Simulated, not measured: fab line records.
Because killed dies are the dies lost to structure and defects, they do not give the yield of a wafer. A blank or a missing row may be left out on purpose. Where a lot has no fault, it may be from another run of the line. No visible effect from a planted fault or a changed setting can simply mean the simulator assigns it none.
A lot that was struck, set against a sound lot -- flow gf180mcu -- 43 out of 602 route steps
Sound: these wafers, L847.1, L847.2, L847.3. Wafers struck: L863.3, L863.4, L863.5. At the end, the cause is stated.
Order at every step that has rows: each side's tool, ch and its chambers, its first start. Under that, the readings that differ: sound wafers -- struck wafers -- difference of the means -- sigmas: that difference in standard deviations of wafers without a fault.
alike: words and numbers the same on both sides, and readings whose means are apart by under 2 such deviations; not compared: readings that were withheld, readings missing a value for some wafer, numbers with overlapping values and no deviation given by the record, and bounds like >300 which may hide the same value.
A row with sigmas, a row that says differs or no value, or rows on one side alone: a step with any of these is where the two part. Numbers that have no deviation but don't overlap get no sigmas and don't part them. Lack of a reading on every wafer of one side parts them only where that side has two or more wafers.

first, 5 steps without rows for these wafers: GF_STI_WET_ETCH_17 (etches Si3N4 in H3PO4, target depth 45 nm, time 514 s); GF_STI_CLEAN_18 (cleans in SC1/SC2, time 150 s); GF_STI_CLEAN_19 (cleans in dHF, time 20 s); GF_STI_WET_ETCH_20 (etches SiO2 in dHF, target depth 20 nm, time 400 s); GF_STI_OXIDATION_21 (stabilise 600 s, purge 300 s, target thk 15 nm).
GF_STI_THK_MEAS_22:
  struck on film metro-02, day 5 21:03; sound on film metro-01, day 2 09:34
reading,sound,struck,difference,sigmas
STI_OXIDATION_01_THK (nm),15.25 15.06 15.20,14.55 14.46 14.66,-0.61,-3
then, 1 step without rows for these wafers: GF_STI_CVD_23 (deposits SiO2, target thk 650 nm, time 108.3 s).
GF_STI_THK_MEAS_24:
  struck on film metro-03, day 5 21:11; sound on film metro-01, day 2 09:43
  alike: STI_CVD_23_THK
GF_STI_CMP_25: polishes, stops on Si3N4, t overpolish 33 s, target thk 524.6 nm.
  sound on cmp-01 ch 0,1,3, day 2 09:46; struck on cmp-02 ch 0,3, day 5 21:17
  alike: motor current A, overpolish run s, time to endpoint s
then, 3 steps without rows for these wafers: GF_STI_WET_ETCH_26 (etches SiO2 in dHF, target depth 94 nm, time 188 s); GF_STI_WET_ETCH_27 (etches Si3N4 in H3PO4, target depth 160 nm, time 1825 s); GF_STI_WET_ETCH_28 (etches SiO2 in dHF, target depth 20 nm, time 40 s).
GF_STI_OXIDATION_29: stabilise 600 s, purge 300 s, target thk 10 nm.
  sound on furnace-01 ch 0, day 2 10:43; struck on furnace-01 ch 0, day 5 22:07
  alike: spike tc bottom C, zone power lower pct
GF_STI_THK_MEAS_30:
  struck on film metro-02, day 5 23:32; sound on film metro-02, day 2 12:06
reading,sound,struck,difference,sigmas
STI_OXIDATION_02_THK (nm),10.17 9.86 9.86,9.43 9.51 9.52,-0.48,-2
then, 8 steps without rows for these wafers: GF_DNWELL_DEHYDRATE_00 (time 60 s); GF_DNWELL_HMDS_01 (prime time 60 s); GF_DNWELL_COAT_02 (resist thk 3000 nm); GF_DNWELL_SOFTBAKE_03; GF_DNWELL_EXPOSE_04 (exposes mask DNWELL, target cd 1700 nm); GF_DNWELL_PEB_05; GF_DNWELL_DEVELOP_06 (develop time 60 s); GF_DNWELL_IMPLANT_07.
GF_DNWELL_STRIP_08: strips in O2/N2.
  sound on plasma asher-02 ch 0,1, day 3 00:23; struck on plasma asher-01 ch 0,1, day 6 13:44
  alike: chamber pressure mTorr, drypump motor current A, heater power w, o2 flow sccm, oes product au, strip time to endpoint s
  not compared: rf hours counter h
GF_DNWELL_TW_MEAS_09:
  struck on film metro-01, day 6 13:49; sound on film metro-03, day 3 00:29
  alike: DNWELL_TW
then, 7 steps without rows for these wafers: GF_NWELL_DEHYDRATE_00 (time 60 s); GF_NWELL_HMDS_01 (prime time 60 s); GF_NWELL_COAT_02 (resist thk 3000 nm); GF_NWELL_SOFTBAKE_03; GF_NWELL_EXPOSE_04 (exposes mask Nwell, target cd 860 nm); GF_NWELL_PEB_05; GF_NWELL_DEVELOP_06 (develop time 60 s).
GF_NWELL_OVL_MEAS_07:
  struck on overlay-02, day 7 04:57; sound on overlay-02, day 3 12:41
  alike: NWELL_OVL
then, 2 steps without rows for these wafers: GF_NWELL_IMPLANT_08; GF_NWELL_IMPLANT_09.
GF_NWELL_STRIP_10: strips in O2/N2.
  sound on plasma asher-03 ch 0,1, day 3 13:02; struck on plasma asher-04 ch 0,1, day 7 05:19
  alike: chamber pressure mTorr, drypump motor current A, heater power w, o2 flow sccm, oes product au, strip time to endpoint s
  not compared: rf hours counter h
GF_NWELL_TW_MEAS_11:
  struck on film metro-03, day 7 05:24; sound on film metro-03, day 3 13:08
  alike: NWELL_TW
then, 6 steps without rows for these wafers: GF_LVPWELL_DEHYDRATE_00 (time 60 s); GF_LVPWELL_HMDS_01 (prime time 60 s); GF_LVPWELL_COAT_02 (resist thk 3000 nm); GF_LVPWELL_SOFTBAKE_03; GF_LVPWELL_EXPOSE_04 (exposes mask LVPWELL, target cd 600 nm); GF_LVPWELL_PEB_05.
-- the record jumps here: 26 days lie between the struck wafers' starts before and after (it left off in module LVPWELL and takes up again in module PASSIVATION, whose first step shown is number 602 of the route) --
GF_PASSIVATION_PROBE_99:
  the record has rows for the struck wafers here (prober-02, day 33 15:43) and none for the sound ones

## WHERE THEY PART
First at GF_STI_THK_MEAS_22; last, within this record, at GF_PASSIVATION_PROBE_99.

WHY: what had been put in by the simulator
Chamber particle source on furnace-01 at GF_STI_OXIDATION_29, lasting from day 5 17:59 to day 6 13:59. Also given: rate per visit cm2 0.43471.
